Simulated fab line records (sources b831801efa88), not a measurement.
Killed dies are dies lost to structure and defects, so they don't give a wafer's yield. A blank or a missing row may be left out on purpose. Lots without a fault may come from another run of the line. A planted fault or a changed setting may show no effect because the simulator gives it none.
fab line records | flow sky130
[record] lots = 12 wafers = 36 lastDay = 50
route steps=708 shown METAL3@569 VIA3@576 PAD_OPEN@703
lots that met no fault: taken from a fault-free run of the same line
startH: the number of hours between the record's first day and the start of the first shown wafer of the lot | waitH: time in hours since the lot's previous step | " the same as in the row above | L1.1+2: one row covering several wafers at once | - value missing, or start not given | * or withheld: withheld | < > ~ a bound
route shown NAME@n: names a module that has steps shown in the file, with the first one's number in the route | usual: mean/standard deviation of fault-free wafers | same: alike in all rows | chamber/n: place in a boat | sites: readings site by site | _std_site: the values' standard deviation | _edge_site: the outer-site mean with the inner-site mean subtracted | radiusMm: how far each site lies from the wafer's centre | mask NAME#n: copy n | behind: the tool/chamber that last shaped the wafer | hold: why the lot was held/for how many hours/how that ended | device: transistor that didn't switch, given as n, p or np | end of line: at the end of the route, the tests of the same wafers | a step given without rows: its recipe and nothing more | killed: at the first sort, the dies lost to defects and structure; wafer yield is something else | map: a wafer's dies, marking killed ones x, the rest . and places with no die _
set.NAME: setting as actually run; set.NAME@STEP: the setting as run at that earlier step | model.NAME: the simulator's own value behind a step, which no gauge read
steps of the route over a sample of lots; a table a step, a row a wafer
services: when a tool's chamber went out of use (startH, in hours from the record's first day, below 0 if earlier), for how many hours, and the reason
[[steps]]
[step SKY_METAL3_STRIP_19]
[recipe] chemistry = O2/N2 powerW = 1400 pressureMtorr = 1500 platenTempC = withheld o2FlowSccm = 3000 n2FlowSccm = 300 overashFraction = 0.5
[usual] drypumpMotorCurrentA = 5.2/0.34 oesProductAu = 0.505/0.0061 stripTimeToEndpointS = 6.59/0.062
// columns lot.wafer tool chamber startH waitH drypumpMotorCurrentA oesProductAu rfHoursCounterH stripTimeToEndpointS
L959.3 plasmaAsher-03 1 909.57 0.1 5.3 0.508 - 6.54
L959.5 " 0 " " 6.1 0.509 - 6.64
L959.6 " 1 " " 5.3 0.493 - 6.52
L960.2 plasmaAsher-02 0 909.66 0.1 5.0 0.501 111 6.49
L960.3 " 1 " " 5.7 0.494 - 6.42
L960.5 " 0 " " 5.0 0.500 - 6.55
L962.2 plasmaAsher-01 0 919.75 0.1 5.1 0.512 50 6.77
L962.3 " 1 " " 5.0 0.514 - 6.63
L962.4 " 0 " " 5.1 0.513 - 6.67
L963.1 plasmaAsher-01 0 937.14 0.1 5.1 0.518 52 6.64
L963.2 " 1 " " 5.1 0.501 52 6.59
L963.6 " 1 " " 5.0 0.513 - 6.56
L964.1 plasmaAsher-01 1 938.60 0.1 5.1 0.501 53 6.57
L964.5 " 1 " " 5.0 0.507 - 6.59
L964.6 " 0 " " 5.1 0.512 - 6.60
L966.1 plasmaAsher-01 1 950.50 0.1 5.0 0.509 54 6.63
L966.3 " 0 " " 5.1 0.516 - 6.64
L966.6 " 0 " " 5.1 0.504 - 6.61
L967.3 plasmaAsher-03 0 959.64 0.1 6.1 0.501 - 6.57
L967.4 " 1 " " 5.4 0.508 - 6.68
L967.6 " 0 " " 6.1 0.514 - 6.69
L968.3 plasmaAsher-01 0 960.85 0.1 5.1 0.507 - 6.56
L968.5 " 1 " " 5.0 0.503 - 6.63
L968.6 " 0 " " 5.1 0.501 - 6.57
L974.1 plasmaAsher-02 0 1009.88 0.1 4.9 0.487 122 6.51
L974.2 " 1 " " 5.7 0.501 122 6.64
L974.6 " 1 " " 5.7 0.507 - 6.64
L977.1 plasmaAsher-02 1 1029.85 0.1 5.7 0.491 124 6.46
L977.2 " 0 " " 5.0 0.499 124 6.51
L977.6 " 0 " " 4.9 0.498 - 6.47
L979.1 plasmaAsher-02 0 1032.84 0.1 4.9 0.506 125 6.60
L979.2 " 1 " " 5.7 0.499 125 6.62
L979.4 " 1 " " 5.7 0.513 - 6.60
L982.2 plasmaAsher-03 1 1056.65 0.1 5.3 0.503 25 6.56
L982.4 " 1 " " 5.3 0.503 - 6.64
L982.5 " 0 " " 6.1 0.512 - 6.72
[step SKY_VIA3_BOW_MEAS_03]
[recipe] mode = bow
[usual] VIA3_BOW = 80/7.6
// columns lot.wafer tool chamber startH waitH VIA3_BOW[um]
L959.3 filmMetro-02 - 910.77 0.2 66
L959.5 " - " " 79
L959.6 " - " " 76
L960.2 filmMetro-03 - 910.82 0.3 79
L960.3 " - " " 87
L960.5 " - " " 84
L962.2 filmMetro-04 - 920.91 0.3 75
L962.3 " - " " 76
L962.4 " - " " 82
L963.1 filmMetro-04 - 938.27 0.2 86
L963.2 " - " " 74
L963.6 " - " " 77
L964.1 filmMetro-04 - 939.76 0.2 96
L964.5 " - " " 65
L964.6 " - " " 88
L966.1 filmMetro-03 - 951.69 0.2 82
L966.3 " - " " 79
L966.6 " - " " 82
L967.3 filmMetro-04 - 961.28 0.3 96
L967.4 " - " " 93
L967.6 " - " " 78
L968.3 filmMetro-04 - 962.38 0.3 84
L968.5 " - " " 86
L968.6 " - " " 94
L974.1 filmMetro-03 - 1011.43 0.1 73
L974.2 " - " " 77
L974.6 " - " " 73
L977.1 filmMetro-04 - 1031.03 0.2 86
L977.2 " - " " 92
L977.6 " - " " 73
L979.1 filmMetro-02 - 1033.96 0.1 68
L979.2 " - " " 79
L979.4 " - " " 86
L982.2 filmMetro-02 - 1057.79 0.2 76
L982.4 " - " " 88
L982.5 " - " " 84
[step SKY_VIA3_CD_MEAS_12]
[recipe] targetCdNm = 200
[usual] cdNm = 200.1/1.5
// columns lot.wafer tool chamber startH waitH cdNm
L959.3 cdSem-02 - 935.45 - 197.4
L959.5 " - " " 198.1
L959.6 " - " " 196.3
L960.2 cdSem-02 - 935.78 - 199.7
L960.3 " - " " 199.0
L960.5 " - " " 199.0
L962.2 cdSem-01 - 946.08 - 199.2
L962.3 " - " " 200.3
L962.4 " - " " 200.1
L963.1 cdSem-02 - 962.22 - 198.2
L963.2 " - " " 199.4
L963.6 " - " " 199.1
L964.1 cdSem-02 - 963.63 - 199.0
L964.5 " - " " 201.4
L964.6 " - " " 200.1
L966.1 cdSem-02 - 975.46 - 200.6
L966.3 " - " " 200.4
L966.6 " - " " 201.1
L967.3 cdSem-02 - 984.67 - 203.2
L967.4 " - " " 202.9
L967.6 " - " " 200.5
L968.3 cdSem-01 - 987.07 - 201.1
L968.5 " - " " 201.1
L968.6 " - " " 201.5
L974.1 cdSem-02 - 1033.37 - 199.4
L974.2 " - " " 200.7
L974.6 " - " " 199.3
L977.1 cdSem-01 - 1052.87 - 199.1
L977.2 " - " " 199.1
L977.6 " - " " 199.8
L979.1 cdSem-02 - 1055.17 - 201.7
L979.2 " - " " 202.1
L979.4 " - " " 202.2
L982.2 cdSem-02 - 1079.55 - 197.1
L982.4 " - " " 198.3
L982.5 " - " " 198.3
[step SKY_PAD_OPEN_STRIP_09]
[recipe] chemistry = postEtchResidueRemover timeS = 1200 tempC = 72.5
[usual] bathGuardTempC = 73.0/0.39 runLengthS = 1227/3.1
// columns lot.wafer tool chamber startH waitH bathGuardTempC runLengthS
L959.3 wetBench-02 1 1079.17 0.0 72.6 1226
L959.5 " 1 " " 72.7 1226
L959.6 " 1 " " 72.7 1226
L960.2 wetBench-04 1 1080.08 0.1 73.6 1232
L960.3 " 1 " " 73.6 1232
L960.5 " 1 " " 73.5 1232
L962.2 wetBench-03 3 1088.02 0.1 73.0 1226
L962.3 " 3 " " 73.4 1226
L962.4 " 3 " " 73.1 1226
L963.1 wetBench-02 2 1100.58 0.1 72.4 1233
L963.2 " 2 " " 72.9 1233
L963.6 " 2 " " 72.9 1233
L964.1 wetBench-02 0 1103.12 0.1 72.3 1224
L964.5 " 0 " " 72.0 1224
L964.6 " 0 " " 72.3 1224
L966.1 wetBench-03 2 1112.14 0.1 73.4 1224
L966.3 " 2 " " 73.0 1224
L966.6 " 2 " " 73.5 1224
L967.3 wetBench-04 3 1120.64 0.0 73.0 1225
L967.4 " 3 " " 73.1 1225
L967.6 " 3 " " 72.8 1225
L968.3 wetBench-03 2 1122.82 0.0 73.5 1224
L968.5 " 2 " " 73.5 1224
L968.6 " 2 " " 73.2 1224
L974.1 wetBench-04 3 1160.64 0.3 72.9 1225
L974.2 " 3 " " 73.1 1225
L974.6 " 3 " " 72.8 1225
L977.1 wetBench-03 2 1175.02 0.1 73.3 1281
L977.2 " 2 " " 73.4 1281
L977.6 " 2 " " 73.2 1281
L979.1 wetBench-03 3 1176.99 0.1 73.1 1232
L979.2 " 3 " " 73.3 1232
L979.4 " 3 " " 73.5 1232
L982.2 wetBench-02 3 1195.57 0.1 73.3 1227
L982.4 " 3 " " 72.9 1227
L982.5 " 3 " " 72.9 1227
[[services]]
// columns tool chamber startH hours kind
plasmaAsher-03 - 889.36 1.4 repair
plasmaAsher-01 - 916.76 1.6 repair
plasmaAsher-02 - 974.25 0.9 repair
plasmaAsher-03 - 1006.89 6.4 repair
plasmaAsher-01 - 1012.34 2.8 pm
plasmaAsher-03 - 1013.32 2.8 pm
plasmaAsher-03 - 1017.33 1.6 repair
plasmaAsher-03 - 1018.53 10.4 repair
plasmaAsher-03 - 1040.47 14.6 pm
plasmaAsher-02 - 1045.63 14.6 pm
plasmaAsher-02 - 1060.23 9.0 pm
plasmaAsher-02 0 1060.23 9.0 ventCycle
plasmaAsher-02 1 1060.23 9.0 ventCycle
plasmaAsher-02 0 1069.23 - clean
plasmaAsher-02 1 1069.23 - clean
plasmaAsher-02 - 1084.42 4.3 pm
plasmaAsher-03 - 1084.63 0.3 repair
wetBench-04 - 1088.91 4.4 repair
plasmaAsher-03 - 1139.93 2.4 repair
plasmaAsher-02 - 1157.77 2.0 repair
wetBench-03 - 1195.22 1.9 pm
[[key]]
[firstSign] step = SKY_PAD_OPEN_STRIP_09 reading = runLengthS direction = up sigmas = 17 usual = * struck = *
effect none on later readings
metAt SKY_PAD_OPEN_STRIP_09
struckLots L977
struckWafers L977.1,L977.2,L977.6
notActingAt SKY_METAL3_STRIP_19,SKY_VIA3_BOW_MEAS_03,SKY_VIA3_CD_MEAS_12
onsetBetween 1122.82 1175.02
[fault] kind = processParameterDrift tool = wetBench-03 chamber = 2 onsetH = 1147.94 steps = SKY_PAD_OPEN_STRIP_09 channel = timeS offset = * shape = step endH = 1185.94 actsIn = * stated = *
